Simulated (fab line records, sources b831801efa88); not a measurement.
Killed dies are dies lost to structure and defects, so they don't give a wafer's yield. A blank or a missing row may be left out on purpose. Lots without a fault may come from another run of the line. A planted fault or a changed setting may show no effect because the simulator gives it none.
Chamber matching | flow sky130 | SKY_FIELD_ISO_ETCH_15 on rie_diel-02: 4 sister chambers
The step etches the open film in CHF3/O2, stops on Si, target depth 180 nm, time 72 s. 18 wafers are shown with their chamber, then 9 later ones without.

WAFERS WITH THEIR CHAMBER
wafer  | chamber | drypump_motor_current_A (A) | oes_product_au (a.u.) | chf3_flow_sccm (sccm)
L074.1 | 3       | 5.8                         | 0.950                 | 50.32
L074.4 | 2       | 5.5                         | 0.948                 | 50.05
L074.6 | 2       | 5.5                         | 0.959                 | 50.07
L075.2 | 0       | 5.1                         | 0.956                 | 50.12
L075.4 | 1       | 5.7                         | 0.955                 | 50.16
L075.5 | 0       | 5.1                         | 0.955                 | 49.99
L079.1 | 2       | 5.6                         | 0.944                 | 50.14
L079.2 | 0       | 5.1                         | 0.944                 | 49.79
L079.6 | 3       | 5.8                         | 0.942                 | 50.00
L080.2 | 3       | 5.8                         | 0.940                 | 50.08
L080.3 | 2       | 5.6                         | 0.936                 | 50.01
L080.5 | 2       | 5.6                         | 0.940                 | 49.99
L082.1 | 2       | 5.6                         | 0.945                 | 50.11
L082.3 | 3       | 5.8                         | 0.944                 | 49.91
L082.6 | 2       | 5.6                         | 0.946                 | 50.03
L085.2 | 0       | 5.1                         | 0.954                 | 50.02
L085.4 | 3       | 5.8                         | 0.956                 | 50.40
L085.6 | 2       | 5.6                         | 0.957                 | 49.95

SIGNATURES (means of the wafers above)
reading                 | chamber 0 | chamber 1 | chamber 2 | chamber 3 | scatter within a chamber
drypump_motor_current_A | 5.100     | 5.700     | 5.575     | 5.800     | 0.0327
oes_product_au          | 0.95225   | 0.95500   | 0.94687   | 0.94640   | 0.00703
chf3_flow_sccm          | 49.9800   | 50.1600   | 50.0438   | 50.1420   | 0.137
Rule: a wafer's distance from a chamber is the root of the sum, over the readings, of the square of ((its reading less the chamber's mean) divided by the reading's scatter). The wafer belongs to the nearest chamber; if the next one is less than 2 further off, it can't be placed. The scatter: the root of (the sum of the squares of (reading less its chamber's mean) over the shown wafers, divided by (wafers less chambers)).

WAFERS WITHOUT THEIR CHAMBER
wafer  | drypump_motor_current_A (A) | oes_product_au (a.u.) | chf3_flow_sccm (sccm)
L090.2 | 5.8                         | 0.945                 | 49.81
L090.3 | 5.6                         | 0.942                 | 49.97
L090.5 | 5.7                         | 0.939                 | 50.40
L091.3 | 5.7                         | 0.941                 | 49.98
L091.4 | 5.8                         | 0.957                 | 50.12
L091.6 | 5.6                         | 0.948                 | 49.94
L097.3 | 5.7                         | 0.940                 | 49.79
L097.5 | 5.8                         | 0.957                 | 50.06
L097.6 | 5.6                         | 0.946                 | 49.96

WHICH CHAMBER EACH WENT THROUGH
wafer  | from the rows above          | in truth
L090.2 | can't be placed: 3 or 1      | 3
L090.3 | 2                            | 2
L090.5 | can't be placed: 1 or 3 or 2 | 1
L091.3 | can't be placed: 1 or 3 or 2 | 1
L091.4 | can't be placed: 3 or 1      | 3
L091.6 | 2                            | 2
L097.3 | can't be placed: 1 or 3 or 2 | 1
L097.5 | can't be placed: 3 or 1      | 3
L097.6 | 2                            | 2
Placed correctly: 3 of 9. Can't be placed from these rows: 6 (the true chamber is among the candidates in 6). Placed wrongly: 0.
